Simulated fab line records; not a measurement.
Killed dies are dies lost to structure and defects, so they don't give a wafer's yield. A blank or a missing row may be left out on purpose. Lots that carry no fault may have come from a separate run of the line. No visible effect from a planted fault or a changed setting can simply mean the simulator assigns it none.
A lot that was struck, set against a sound lot / flow sky130 / 15 out of 708 route steps
Sound: these wafers, L983.1, L983.5, L983.6. Wafers L992.2, L992.4, L992.6 were the ones struck. The cause is given at the end.
For every step that has rows: the tool of each side, followed by ch and its chambers, followed by its first start. Under that, the readings that differ: sound wafers / struck wafers / difference of the means / sigmas: that difference in standard deviations of wafers without a fault.
alike: readings with means less than 2 such deviations apart, plus words and numbers identical on both sides. not compared: withheld readings, readings lacking a value on some wafer, bounds such as >300 that could conceal the same value, and numbers that have no deviation in the record and whose values overlap.
A row with sigmas, a row that says differs or no value, or rows on one side alone: a step with any of these is where the two part. When numbers do not overlap yet have no deviation, they are printed without sigmas and do not part them. A reading missing from all wafers of one side parts the sides only when that side holds two or more wafers.

first, 8 steps without rows for these wafers: SKY_METAL3_DEHYDRATE_05 (time 60 s); SKY_METAL3_HMDS_06 (prime time 60 s); SKY_METAL3_COAT_07 (resist thk 60 nm); SKY_METAL3_COAT_08 (resist thk 1140 nm); SKY_METAL3_SOFTBAKE_09 (time 90 s); SKY_METAL3_EXPOSE_10 (exposes mask MM3, target cd 300 nm); SKY_METAL3_PEB_11; SKY_METAL3_DEVELOP_12 (develop time 60 s).
SKY_METAL3_CD_MEAS_13: the cd target is 300 nm.
  sound: cd sem-02 at day 38 08:22; struck: cd sem-02 at day 42 02:50
  alike: cd nm
SKY_METAL3_OVL_MEAS_14:
  sound: overlay-02 at day 38 08:29; struck: overlay-01 at day 42 02:56
  alike: METAL3_OVL
SKY_METAL3_DESCUM_15: chemistry O2, time 8 s.
  sound on rie metal-01 ch 0,1, day 38 08:31; struck on rie metal-01 ch 0,1, day 42 02:58
  alike: drypump motor current A, oes product au
  not compared: rf hours counter h
SKY_METAL3_ETCH_16: etches BARC in N2/H2, stops on SiO2, time 88.2 s, target depth 60 nm.
  sound on rie metal-01 ch 0,1, day 38 08:32; struck on rie metal-01 ch 0,1, day 42 02:59
  alike: bias w, chamber pressure mTorr, drypump motor current A, oes product au, throttle valve pct
  not compared: rf hours counter h
SKY_METAL3_ETCH_17: etches SiO2 in C4F8/O2/Ar, stops on TiN, time 3.9 s, target depth 15 nm.
  sound on rie diel-03 ch 0,2,3, day 38 08:38; struck on rie diel-04 ch 0,2, day 42 03:05
  no value came back on the struck wafers for bias w (W), chamber pressure mTorr (mTorr), oes product au (a.u.); on the sound wafers bias w (W) reads 1194 1200 1193
SKY_METAL3_METAL_ETCH_18: etches the open film in Cl2/BCl3, stops on SiO2, target depth 845 nm, time 183.1 s.
  sound on rie metal-04 ch 0,1, day 38 08:40; struck on rie metal-03 ch 1, day 42 03:07
  alike: bcl3 flow sccm, bias w, drypump motor current A, oes product au, throttle valve pct
  not compared: rf hours counter h
-- the record jumps here: 7 days lie between the struck wafers' starts before and after (it left off in module METAL3 and takes up again in module PAD_OPEN, whose first step shown is number 708 of the route) --
SKY_PAD_OPEN_PROBE_99:
  sound: prober-01 at day 45 15:46; struck: prober-01 at day 48 18:26
reading=defect limited yield (%); sound=81.5 80.1 85.8; struck=0 0 0; difference=-82; sigmas=-46
reading=killed_at_M0_to_M3; sound=44 49 33; struck=455 459 444; difference=+411; sigmas=+62
reading=killed dies; sound=91 98 70; struck=492 492 492; difference=+406; sigmas=+46
reading=killed on rim; sound=17 12 10; struck=96 96 96; difference=+83; sigmas=+24
reading=sort_bin_5_function (%); sound=11.0 12.0 9.3; struck=93.9 94.3 93.3; difference=+83.1; sigmas=+59
reading=sort n pass; sound=401 394 422; struck=0 0 0; difference=-406; sigmas=-46
reading=sort yield pct (%); sound=81.5 80.1 85.8; struck=0 0 0; difference=-82; sigmas=-46
  alike: killed_at_M4_up, killed at contacts, killed at front end, killed at other, killed open, killed short, sort_bin_3_pad_short, sort_bin_6_memory

## WHERE THEY PART
At SKY_METAL3_ETCH_17 first; at SKY_PAD_OPEN_PROBE_99 last (within this record only).

WHY: what had been put in by the simulator
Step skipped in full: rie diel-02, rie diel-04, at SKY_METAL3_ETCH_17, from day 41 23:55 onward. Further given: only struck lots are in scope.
